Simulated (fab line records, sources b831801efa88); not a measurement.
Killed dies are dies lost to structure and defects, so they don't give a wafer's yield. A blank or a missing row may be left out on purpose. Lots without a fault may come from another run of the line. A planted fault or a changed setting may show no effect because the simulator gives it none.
fab line records | flow sky130
record lots=6 wafers=18 last_day=50
route steps=708 shown VT_ADJUST_LVTN@116 VT_ADJUST_NCORE@119 VT_ADJUST_HVTR@131 PAD_OPEN@708
lots that met no fault: from a run of the same line without faults
start_h: hours from the record's first day to the start of the lot's first wafer shown | wait_h: hours since the lot's step before | " the same as in the row above | L1.1+2: a row that stands for several wafers | - no value, or no start given | * or withheld: withheld | < > ~ a bound
route shown NAME@n: a module of which the file shows steps, and the number in the route of the first | usual: mean/standard deviation of fault-free wafers | same: alike in all rows | chamber/n: place in a boat | sites: the reading at each site | _std_site: their standard deviation | _edge_site: outer sites' mean less inner sites' | radius_mm: how far each site lies from the wafer's centre | mask NAME#n: copy n | behind: the tool/chamber that last shaped the wafer | hold: why the lot was held/for how many hours/how that ended | device: the transistor (n, p or np) that didn't switch | end of line: the same wafers' tests at the end of the route | a step without rows: its recipe alone | killed: dies lost to structure and defects at the first sort, not the wafer's yield | map: a wafer's dies, x killed, . not, _ none there
set.NAME: the setting as run; set.NAME@STEP: as run at that earlier step | model.NAME: the simulator's own value behind a step, which no gauge read
lots at some steps of the route; a table a step, a row a wafer
services: from which hour (start_h, from the record's first day; less than 0 if before it) a tool's chamber was out of use, for how many hours, and why
## steps
# step SKY_VT_ADJUST_LVTN_IMPLANT_19
# recipe species=B energy_kev=30 dose_cm2=6.5e+11 tilt_deg=withheld
# step SKY_VT_ADJUST_LVTN_STRIP_20
# recipe chemistry=O2/N2 power_w=1400 pressure_mtorr=1500 platen_temp_c=withheld o2_flow_sccm=3000 n2_flow_sccm=300 overash_fraction=0.5
# usual chamber_pressure_mTorr=1500.0/1.3 drypump_motor_current_A=5.4/0.35 oes_product_au=0.715/0.0047 strip_time_to_endpoint_s=14.19/0.048
# same overash_fraction=0.5
# columns lot.wafer tool chamber start_h wait_h chamber_pressure_mTorr drypump_motor_current_A oes_product_au rf_hours_counter_h strip_time_to_endpoint_s
L736.2 plasma_asher-04 1 172.40 0.1 1500.2 4.9 0.706 5 14.16
L736.3 " 0 " " 1497.1 5.5 0.718 - 14.17
L736.5 " 0 " " 1499.1 5.5 0.710 - 14.16
L751.2 plasma_asher-01 1 265.88 0.1 1500.5 5.3 0.714 57 14.26
L751.4 " 1 " " 1501.3 5.3 0.720 - 14.25
L751.6 " 1 " " 1501.5 5.3 0.707 - 14.24
L752.1 plasma_asher-01 1 274.66 0.1 1499.1 5.3 0.719 58 14.18
L752.4 " 0 " " 1497.6 5.4 0.709 - 14.25
L752.6 " 0 " " 1496.3 5.4 0.714 - 14.23
L753.1 plasma_asher-01 0 277.70 0.1 1500.3 5.4 0.726 58 14.27
L753.2 " 1 " " 1499.0 5.3 0.711 58 14.17
L753.5 " 1 " " 1499.8 5.3 0.712 - 14.24
L755.1 plasma_asher-01 1 291.13 0.1 1498.3 5.3 0.710 60 14.17
L755.2 " 0 " " 1501.3 5.4 0.714 60 14.11
L755.3 " 0 " " 1500.8 5.4 0.714 - 14.18
L758.1 plasma_asher-01 0 314.91 0.1 1501.6 5.4 0.721 62 14.20
L758.3 " 0 " " 1500.1 5.4 0.711 - 14.26
L758.5 " 1 " " 1499.7 5.3 0.713 - 14.13
# step SKY_VT_ADJUST_LVTN_TW_MEAS_21
# usual VT_ADJUST_LVTN_2_TW=187.6/1.4
# columns lot.wafer tool chamber start_h wait_h VT_ADJUST_LVTN_2_TW
L736.2 film_metro-02 - 172.51 0.1 185.7
L736.3 " - " " 185.4
L736.5 " - " " 185.3
L751.2 film_metro-04 - 265.99 0.1 189.5
L751.4 " - " " 188.9
L751.6 " - " " 189.5
L752.1 film_metro-04 - 274.76 0.1 190.0
L752.4 " - " " 189.4
L752.6 " - " " 189.8
L753.1 film_metro-03 - 277.80 0.1 186.4
L753.2 " - " " 187.8
L753.5 " - " " 187.7
L755.1 film_metro-03 - 291.23 0.1 188.9
L755.2 " - " " 187.9
L755.3 " - " " 187.6
L758.1 film_metro-03 - 315.01 0.1 186.5
L758.3 " - " " 187.3
L758.5 " - " " 187.7
# step SKY_VT_ADJUST_NCORE_DEHYDRATE_00
# recipe temp_c=200 time_s=60
# step SKY_VT_ADJUST_NCORE_HMDS_01
# recipe prime_time_s=60 prime_temp_c=120
# step SKY_VT_ADJUST_NCORE_COAT_02
# recipe resist=NOVOLAK spin_rpm=3000 resist_thk_nm=1140
# step SKY_VT_ADJUST_NCORE_SOFTBAKE_03
# recipe temp_c=90 time_s=60 resist=NOVOLAK
# step SKY_VT_ADJUST_NCORE_EXPOSE_04
# recipe mask_id=LVTN_COMPLEMENT_THIN na=0.6 source_shape=conventional sigma_outer=0.6 polarization=unpolarized target_cd_nm=380 dose_mj=139
# step SKY_VT_ADJUST_NCORE_PEB_05
# recipe temp_c=withheld time_s=* resist=NOVOLAK
# step SKY_VT_ADJUST_NCORE_DEVELOP_06
# recipe resist=NOVOLAK developer=TMAH develop_time_s=60 dev_temp_c=23
# step SKY_VT_ADJUST_NCORE_CD_MEAS_07
# recipe target_cd_nm=380
# usual cd_nm=380.4/2.9
# columns lot.wafer tool chamber start_h wait_h cd_nm
L736.2 cd_sem-02 - 192.81 0.1 383.6
L736.3 " - " " 383.9
L736.5 " - " " 382.6
L751.2 cd_sem-02 - 289.96 0.1 382.6
L751.4 " - " " 379.8
L751.6 " - " " 382.4
L752.1 cd_sem-02 - 298.83 0.1 384.3
L752.4 " - " " 386.1
L752.6 " - " " 383.1
L753.1 cd_sem-01 - 302.23 0.1 387.6
L753.2 " - " " 386.1
L753.5 " - " " 384.1
L755.1 cd_sem-01 - 316.64 0.1 384.4
L755.2 " - " " 383.8
L755.3 " - " " 382.0
L758.1 cd_sem-02 - 341.43 0.1 385.7
L758.3 " - " " 383.2
L758.5 " - " " 384.9
# step SKY_VT_ADJUST_NCORE_OVL_MEAS_08
# usual VT_ADJUST_NCORE_OVL=-0.7/1.6
# columns lot.wafer tool chamber start_h wait_h VT_ADJUST_NCORE_OVL[nm]
L736.2 overlay-02 - 192.92 0.1 2.8
L736.3 " - " " 2.5
L736.5 " - " " 2.7
L751.2 overlay-01 - 290.07 0.1 0.2
L751.4 " - " " 0.1
L751.6 " - " " 0.3
L752.1 overlay-01 - 298.95 0.1 0.1
L752.4 " - " " 1.0
L752.6 " - " " 0.7
L753.1 overlay-02 - 302.35 0.1 -2.1
L753.2 " - " " 0.0
L753.5 " - " " -1.6
L755.1 overlay-01 - 316.76 0.1 0.7
L755.2 " - " " -0.3
L755.3 " - " " -1.6
L758.1 overlay-02 - 341.55 0.1 -3.8
L758.3 " - " " -3.6
L758.5 " - " " -2.9
# step SKY_VT_ADJUST_NCORE_IMPLANT_09
# recipe species=B energy_kev=10 dose_cm2=2.4e+12 tilt_deg=withheld
# usual beam_on_s=9.99/0.19 end_station_pressure_torr=5.04e-06/2.8e-07 faraday_current_uA=13.55/0.25
# columns lot.wafer tool chamber start_h wait_h beam_on_s end_station_pressure_torr faraday_current_uA
L736.2 implanter-01 0 192.98 0.0 9.59 5.21e-06 14.08
L736.3 " 0 " " 10.03 5.66e-06 13.51
L736.5 " 0 " " 10.11 4.85e-06 13.45
L751.2 implanter-03 0 290.12 0.0 10.04 4.96e-06 13.54
L751.4 " 0 " " 9.94 5.54e-06 13.62
L751.6 " 0 " " 9.94 5.1e-06 13.69
L752.1 implanter-01 0 298.98 0.0 10.84 5.599e-05 12.03
L752.4 " 0 " " 10.77 6.145e-05 12.15
L752.6 " 0 " " 10.71 6.01e-05 12.17
L753.1 implanter-01 0 302.38 0.0 11.00 6.347e-05 11.88
L753.2 " 0 " " 10.64 5.577e-05 12.29
L753.5 " 0 " " 10.31 6.431e-05 12.62
L755.1 implanter-02 0 316.80 0.0 9.81 5.16e-06 13.86
L755.2 " 0 " " 10.18 4.93e-06 13.33
L755.3 " 0 " " 10.30 5.16e-06 13.18
L758.1 implanter-03 0 341.58 0.0 9.93 4.73e-06 13.58
L758.3 " 0 " " 9.95 5.05e-06 13.59
L758.5 " 0 " " 9.91 5.16e-06 13.62
# step SKY_VT_ADJUST_NCORE_STRIP_10
# recipe chemistry=O2/N2 power_w=1400 pressure_mtorr=1500 platen_temp_c=withheld o2_flow_sccm=3000 n2_flow_sccm=300 overash_fraction=0.5
# usual chamber_pressure_mTorr=1500.1/1.3 drypump_motor_current_A=5.3/0.31 oes_product_au=0.715/0.0048 strip_time_to_endpoint_s=14.19/0.042
# same overash_fraction=0.5
# columns lot.wafer tool chamber start_h wait_h chamber_pressure_mTorr drypump_motor_current_A oes_product_au rf_hours_counter_h strip_time_to_endpoint_s
L736.2 plasma_asher-04 0 193.10 0.1 1500.7 5.5 0.709 7 14.19
L736.3 " 0 " " 1500.9 5.5 0.717 - 14.21
L736.5 " 0 " " 1500.0 5.5 0.718 - 14.13
L751.2 plasma_asher-02 1 290.25 0.1 1499.6 5.9 0.717 59 14.18
L751.4 " 1 " " 1503.5 5.9 0.717 - 14.20
L751.6 " 1 " " 1497.7 5.9 0.717 - 14.17
L752.1 plasma_asher-02 1 299.13 0.1 1499.6 5.8 0.715 60 14.15
L752.4 " 0 " " 1499.0 5.2 0.715 - 14.22
L752.6 " 0 " " 1500.0 5.2 0.719 - 14.21
L753.1 plasma_asher-04 1 302.53 0.1 1499.1 4.9 0.714 18 14.13
L753.2 " 0 " " 1498.8 5.5 0.708 18 14.07
L753.5 " 0 " " 1500.2 5.5 0.706 - 14.09
L755.1 plasma_asher-02 1 316.95 0.1 1502.2 5.9 0.706 62 14.14
L755.2 " 0 " " 1502.7 5.2 0.710 62 14.13
L755.3 " 0 " " 1500.9 5.2 0.716 - 14.15
L758.1 plasma_asher-01 1 341.73 0.1 1499.7 5.3 0.713 64 14.17
L758.3 " 1 " " 1499.8 5.3 0.722 - 14.19
L758.5 " 1 " " 1499.8 5.3 0.718 - 14.16
# step SKY_VT_ADJUST_NCORE_TW_MEAS_11
# usual VT_ADJUST_NCORE_TW=218.3/1.6
# columns lot.wafer tool chamber start_h wait_h VT_ADJUST_NCORE_TW
L736.2 film_metro-02 - 193.21 0.1 217.1
L736.3 " - " " 216.9
L736.5 " - " " 218.1
L751.2 film_metro-04 - 290.36 0.1 221.9
L751.4 " - " " 220.7
L751.6 " - " " 221.7
L752.1 film_metro-02 - 299.23 0.1 222.3
L752.4 " - " " 222.1
L752.6 " - " " 223.9
L753.1 film_metro-01 - 302.63 0.1 221.5
L753.2 " - " " 222.6
L753.5 " - " " 221.2
L755.1 film_metro-01 - 317.05 0.1 216.3
L755.2 " - " " 216.6
L755.3 " - " " 217.2
L758.1 film_metro-02 - 341.83 0.1 219.1
L758.3 " - " " 218.2
L758.5 " - " " 218.5
# step SKY_VT_ADJUST_HVTR_DEHYDRATE_00
# recipe temp_c=200 time_s=60
# step SKY_PAD_OPEN_PROBE_99
# usual killed_at_M0_to_M3=44/7.3 killed_at_M4_up=3.4/1.8 killed_at_contacts=24/5.8 killed_at_front_end=15/4.9 killed_at_other=0.4/0.63 killed_dies=86/11 killed_open=47/8 killed_short=39/6.5
# same gross_dies=492 killed_at_back_side=0
# columns lot.wafer tool chamber start_h wait_h killed_at_M0_to_M3 killed_at_M4_up killed_at_contacts killed_at_front_end killed_at_other killed_dies killed_open killed_short model.etest.nfet_16v.r_on_ohm_um model.etest.res_pwell_under_gate.rs_ohm_sq model.etest.pfet_g5v0d10v5.drive_ua_um model.etest.pfet_g5v0d10v5.off_log10_a_um model.etest.pfet_g5v0d10v5.vt_sat_v model.etest.pfet_16v.vt_v model.etest.pfet_g5v0d10v5.vt_v model.etest.pfet_g5v0d10v5.vt_long_v
L736.2 prober-01 - 1084.36 0.1 57 1 19 21 2 100 60 38 1.428e+04 2270 336.9 -12.63 -0.6351 -1.121 -0.8297 -0.9438
L736.3 prober-01 - 1084.41 0.2 43 2 17 17 1 80 46 33 1.431e+04 2300 340.8 -12.36 -0.6083 -1.113 -0.8086 -0.9435
L736.5 prober-01 - 1084.51 0.2 50 2 25 7 0 84 43 40 1.412e+04 2287 344.8 -12.58 -0.6283 -1.111 -0.8246 -0.9405
L751.2 prober-02 - 1164.46 0.1 54 3 25 14 1 97 52 45 1.399e+04 2274 341.1 -12.69 -0.6543 -1.099 -0.8408 -0.933
L751.4 prober-02 - 1164.56 0.2 39 0 31 23 0 93 49 44 1.392e+04 2281 340.9 -12.93 -0.6723 -1.11 -0.8586 -0.9376
L751.6 prober-02 - 1164.66 0.2 46 5 23 11 0 85 52 33 1.383e+04 2268 339.7 -12.84 -0.6722 -1.116 -0.8618 -0.9422
L753.1 prober-01 - 1170.89 0.1 44 1 18 14 0 77 39 38 1.448e+04 2260 360 -11.2 -0.5009 -0.994 -0.7133 -0.8362
L753.2 prober-01 - 1170.94 0.1 45 2 26 16 1 90 47 43 1.438e+04 2239 356.7 -11.58 -0.5443 -0.9998 -0.7503 -0.843
L753.5 prober-01 - 1171.09 0.2 38 4 20 20 0 82 47 35 1.448e+04 2225 352.1 -11.59 -0.5524 -0.9938 -0.7582 -0.8374
L752.1 prober-02 - 1172.98 0.1 53 2 29 22 0 106 61 45 1.476e+04 2248 348.3 -11.18 -0.5178 -0.9836 -0.7429 -0.8279
L752.4 prober-02 - 1173.13 0.2 48 2 21 19 3 93 53 40 1.485e+04 2264 345.9 -11.09 -0.4948 -0.9842 -0.7212 -0.8306
L752.6 prober-02 - 1173.23 0.2 47 3 28 22 0 100 64 36 1.489e+04 2247 346.5 -11.37 -0.5111 -0.9942 -0.7329 -0.8351
L755.1 prober-02 - 1182.31 0.1 36 3 16 23 0 78 41 37 1.403e+04 2260 339.1 -12.59 -0.6338 -1.122 -0.8199 -0.9507
L755.2 prober-02 - 1182.36 0.1 43 5 19 18 1 86 49 37 1.393e+04 2277 338.7 -12.78 -0.6496 -1.114 -0.8344 -0.9385
L755.3 prober-02 - 1182.41 0.2 35 4 13 16 0 68 33 35 1.396e+04 2263 338.1 -13.02 -0.6833 -1.125 -0.869 -0.9495
L758.1 prober-01 - 1197.44 0.1 51 6 26 12 0 95 53 40 1.404e+04 2282 356.4 -12.3 -0.6095 -1.071 -0.8141 -0.9084
L758.3 prober-01 - 1197.54 0.2 46 7 18 11 2 84 39 45 1.418e+04 2293 350.8 -12.34 -0.6146 -1.081 -0.8184 -0.9227
L758.5 prober-01 - 1197.64 0.2 34 5 26 7 1 73 41 29 1.422e+04 2262 351.8 -12.14 -0.5937 -1.08 -0.797 -0.9131
# killed by level:class
L736.2 VIA1:geometric_particle:open=11 CONTACT:geometric_particle:open=11 VIA3:geometric_particle:open=11 POLY_GATE:geometric_particle:short=6 VIA1:geometric_particle:short=6 VIA2:geometric_particle:open=6 POLY_GATE:geometric_particle:open=5 METAL1:geometric_particle:open=5
L736.3 VIA2:geometric_particle:open=9 VIA1:geometric_particle:open=9 LI_CONTACT:geometric_particle:open=8 METAL2:geometric_particle:short=5 POLY_GATE:geometric_particle:short=4 FIELD_ISO:geometric_particle:open=4 METAL1:geometric_particle:short=4 VIA1:geometric_particle:short=4
L736.5 VIA1:geometric_particle:open=10 CONTACT:geometric_particle:open=9 VIA2:geometric_particle:open=8 VIA2:geometric_particle:short=6 METAL1:geometric_particle:short=6 VIA3:geometric_particle:open=6 LI_CONTACT:geometric_particle:open=5 METAL2:geometric_particle:short=5
L751.2 VIA1:geometric_particle:open=17 CONTACT:geometric_particle:open=10 VIA2:geometric_particle:open=8 VIA1:geometric_particle:short=8 LI_CONTACT:geometric_particle:open=7 METAL1:geometric_particle:short=6 LOCAL_INTERCONNECT:geometric_particle:short=5 POLY_GATE:geometric_particle:open=4
L751.4 LI_CONTACT:geometric_particle:open=10 VIA1:geometric_particle:open=9 FIELD_ISO:geometric_particle:short=6 POLY_GATE:geometric_particle:short=6 LI_CONTACT:geometric_particle:short=6 CONTACT:geometric_particle:open=6 FIELD_ISO:geometric_particle:open=5 METAL1:geometric_particle:short=5
L751.6 VIA1:geometric_particle:open=12 VIA2:geometric_particle:open=10 LI_CONTACT:geometric_particle:open=8 VIA3:geometric_particle:open=7 POLY_GATE:geometric_particle:open=6 METAL2:geometric_particle:short=6 CONTACT:geometric_particle:short=5 CONTACT:geometric_particle:open=5
L753.1 VIA1:geometric_particle:open=8 VIA2:geometric_particle:open=7 FIELD_ISO:geometric_particle:short=6 VIA1:geometric_particle:short=6 METAL1:geometric_particle:short=6 FIELD_ISO:geometric_particle:open=5 LI_CONTACT:geometric_particle:open=4 CONTACT:geometric_particle:short=4
L753.2 VIA1:geometric_particle:open=13 LOCAL_INTERCONNECT:geometric_particle:short=8 CONTACT:geometric_particle:open=6 VIA3:geometric_particle:short=6 VIA2:geometric_particle:open=6 VIA1:geometric_particle:short=5 POLY_GATE:geometric_particle:open=4 LI_CONTACT:geometric_particle:open=4
L753.5 CONTACT:geometric_particle:open=10 VIA1:geometric_particle:open=9 FIELD_ISO:geometric_particle:open=7 VIA3:geometric_particle:open=7 FIELD_ISO:geometric_particle:short=5 METAL1:geometric_particle:short=5 LI_CONTACT:geometric_particle:open=4 METAL2:geometric_particle:short=4
L752.1 CONTACT:geometric_particle:open=12 VIA3:geometric_particle:open=12 VIA1:geometric_particle:open=8 FIELD_ISO:geometric_particle:open=7 LI_CONTACT:geometric_particle:open=7 POLY_GATE:geometric_particle:short=6 CONTACT:geometric_particle:short=6 METAL2:geometric_particle:short=6
L752.4 VIA1:geometric_particle:open=11 VIA2:geometric_particle:open=10 CONTACT:geometric_particle:open=8 FIELD_ISO:geometric_particle:open=6 FIELD_ISO:geometric_particle:short=5 LI_CONTACT:geometric_particle:open=5 VIA2:geometric_particle:short=5 CONTACT:geometric_particle:short=5
L752.6 VIA1:geometric_particle:open=15 CONTACT:geometric_particle:open=11 LI_CONTACT:geometric_particle:open=11 VIA1:geometric_particle:short=8 POLY_GATE:geometric_particle:open=6 POLY_GATE:geometric_particle:short=6 VIA2:geometric_particle:open=6 VIA3:geometric_particle:open=6
L755.1 POLY_GATE:geometric_particle:short=9 VIA1:geometric_particle:open=8 CONTACT:geometric_particle:open=7 FIELD_ISO:geometric_particle:open=5 FIELD_ISO:geometric_particle:short=5 METAL1:geometric_particle:short=5 VIA3:geometric_particle:open=5 VIA1:geometric_particle:short=5
L755.2 VIA1:geometric_particle:open=13 CONTACT:geometric_particle:open=10 POLY_GATE:geometric_particle:open=6 VIA1:geometric_particle:short=6 METAL1:geometric_particle:short=5 VIA2:geometric_particle:open=5 POLY_GATE:geometric_particle:short=4 CONTACT:geometric_particle:short=4
L755.3 METAL1:geometric_particle:short=8 VIA1:geometric_particle:short=6 CONTACT:geometric_particle:open=5 VIA2:geometric_particle:open=5 FIELD_ISO:geometric_particle:open=4 POLY_GATE:geometric_particle:open=4 VIA1:geometric_particle:open=4 POLY_GATE:geometric_particle:short=3
L758.1 CONTACT:geometric_particle:open=13 VIA2:geometric_particle:open=10 METAL2:geometric_particle:short=8 VIA1:geometric_particle:open=7 VIA3:geometric_particle:open=7 METAL3:geometric_particle:short=6 LI_CONTACT:geometric_particle:open=4 LOCAL_INTERCONNECT:geometric_particle:short=4
L758.3 VIA1:geometric_particle:open=16 CONTACT:geometric_particle:open=7 METAL2:geometric_particle:short=7 METAL3:geometric_particle:short=6 VIA1:geometric_particle:short=6 METAL4:geometric_particle:short=6 LOCAL_INTERCONNECT:geometric_particle:short=4 VIA2:geometric_particle:open=4
L758.5 CONTACT:geometric_particle:open=10 LI_CONTACT:geometric_particle:open=9 METAL1:geometric_particle:short=6 VIA1:geometric_particle:short=6 VIA1:geometric_particle:open=6 VIA2:geometric_particle:open=5 LOCAL_INTERCONNECT:geometric_particle:short=4 VIA3:geometric_particle:open=4
## services
# columns tool chamber start_h hours kind
plasma_asher-02 - 172.03 2.8 repair
implanter-01 - 193.86 1.0 repair
implanter-02 - 202.93 4.7 repair
implanter-01 - 206.58 1.4 repair
implanter-01 - 256.46 1.9 repair
implanter-02 - 258.40 2.5 pm
implanter-02 - 273.36 0.7 repair
implanter-03 - 292.83 0.6 repair
implanter-02 - 296.57 1.1 repair
implanter-02 - 302.04 6.3 pm
implanter-01 - 303.45 5.6 repair
implanter-03 - 315.77 2.2 repair
plasma_asher-04 - 318.06 2.7 repair
implanter-02 - 322.87 3.6 repair
plasma_asher-01 - 326.82 10.3 repair
## key
first_sign step=SKY_VT_ADJUST_NCORE_IMPLANT_09 reading=end_station_pressure_torr direction=up sigmas=99+ usual=5.04e-06 struck=6.018e-05
effect step=SKY_VT_ADJUST_NCORE_IMPLANT_09 reading=faraday_current_uA direction=down sigmas=5.4 usual=13.55 struck=12.19
effect step=SKY_VT_ADJUST_NCORE_TW_MEAS_11 reading=VT_ADJUST_NCORE_TW direction=up sigmas=2.5 usual=218.3 struck=222.3
model_effect step=SKY_PAD_OPEN_PROBE_99 value=etest.nfet_16v.r_on_ohm_um without=1.428e+04 struck=1.464e+04
met_at SKY_VT_ADJUST_NCORE_IMPLANT_09
struck_wafers L752.1,L752.4,L752.6,L753.1,L753.2,L753.5
tester_left_out L752,L753
onset_between 192.98 298.98
fault kind=process_parameter_drift tool=implanter-01 chamber=- onset_h=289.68 steps=SKY_VT_ADJUST_NCORE_IMPLANT_09 channel=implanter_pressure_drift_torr offset=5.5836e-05 shape=step end_h=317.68
fault kind=process_parameter_drift tool=implanter-01 chamber=- onset_h=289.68 steps=SKY_VT_ADJUST_NCORE_IMPLANT_09 channel=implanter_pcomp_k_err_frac offset=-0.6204 shape=step end_h=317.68
# tester_left_out: of these lots the tester's yield and bins aren't shown, on N5 and GAA mostly nor the transistor test; their killed dies are dies lost to structure and defects alone, not to doping, threshold or leakage, so they don't give the yield
